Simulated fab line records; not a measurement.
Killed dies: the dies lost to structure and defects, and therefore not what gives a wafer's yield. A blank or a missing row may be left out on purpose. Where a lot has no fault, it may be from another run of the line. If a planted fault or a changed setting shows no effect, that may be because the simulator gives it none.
Chamber matching    flow sky130    SKY_CONTACT_ETCH_17 on rie diel-03: 4 sister chambers
The step etches SiO2 in C4F8/O2/Ar, stops on Si3N4, target depth 340 nm. 18 wafers are shown with their chamber, then 9 later ones without.

== WAFERS PAIRED WITH THEIR CHAMBERS ==
wafer   chamber  oes product au (a.u.)
L074.2  0        0.883
L074.4  1        0.889
L074.6  3        0.888
L076.2  3        0.888
L076.3  0        0.881
L076.5  3        0.893
L078.1  2        0.892
L078.4  1        0.896
L078.6  1        0.900
L082.1  1        0.891
L082.2  2        0.889
L082.4  0        0.894
L084.3  1        0.898
L084.4  2        0.893
L084.5  3        0.892
L088.3  0        0.889
L088.4  0        0.885
L088.6  3        0.879

SIGNATURES, as means of the wafers listed above
reading         chamber 0  chamber 1  chamber 2  chamber 3  scatter within a chamber
oes product au  0.88640    0.89480    0.89133    0.88800    0.00482
Rule: a wafer lies at a distance from a chamber equal to the root of the sum of squares, over the readings, of (its reading less the chamber's mean, divided by the reading's scatter). The wafer belongs to the nearest chamber; if the next one is less than 2 further off, it can't be placed. The scatter is the square root of a quotient: the sum, over the shown wafers, of each reading's squared deviation from its chamber's mean, divided by wafers minus chambers.

== WAFERS MISSING THEIR CHAMBER ==
wafer   oes product au (a.u.)
L093.1  0.894
L093.2  0.888
L093.4  0.891
L094.2  0.892
L094.5  0.901
L094.6  0.888
L096.1  0.891
L096.4  0.885
L096.6  0.882

== WHICH CHAMBER EACH ONE RAN IN ==
wafer   from the rows above                in truth
L093.1  can't be placed: 1 or 2 or 3 or 0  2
L093.2  can't be placed: 3 or 0 or 2 or 1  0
L093.4  can't be placed: 2 or 3 or 1 or 0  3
L094.2  can't be placed: 2 or 1 or 3 or 0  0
L094.5  can't be placed: 1 or 2 or 3 or 0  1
L094.6  can't be placed: 3 or 0 or 2 or 1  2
L096.1  can't be placed: 2 or 3 or 1 or 0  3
L096.4  can't be placed: 0 or 3 or 2 or 1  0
L096.6  can't be placed: 0 or 3 or 2 or 1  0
Placed correctly: 0 of 9. Unplaceable from these rows: 9, with the true chamber sitting among the candidates in 9. 0 placed wrongly.
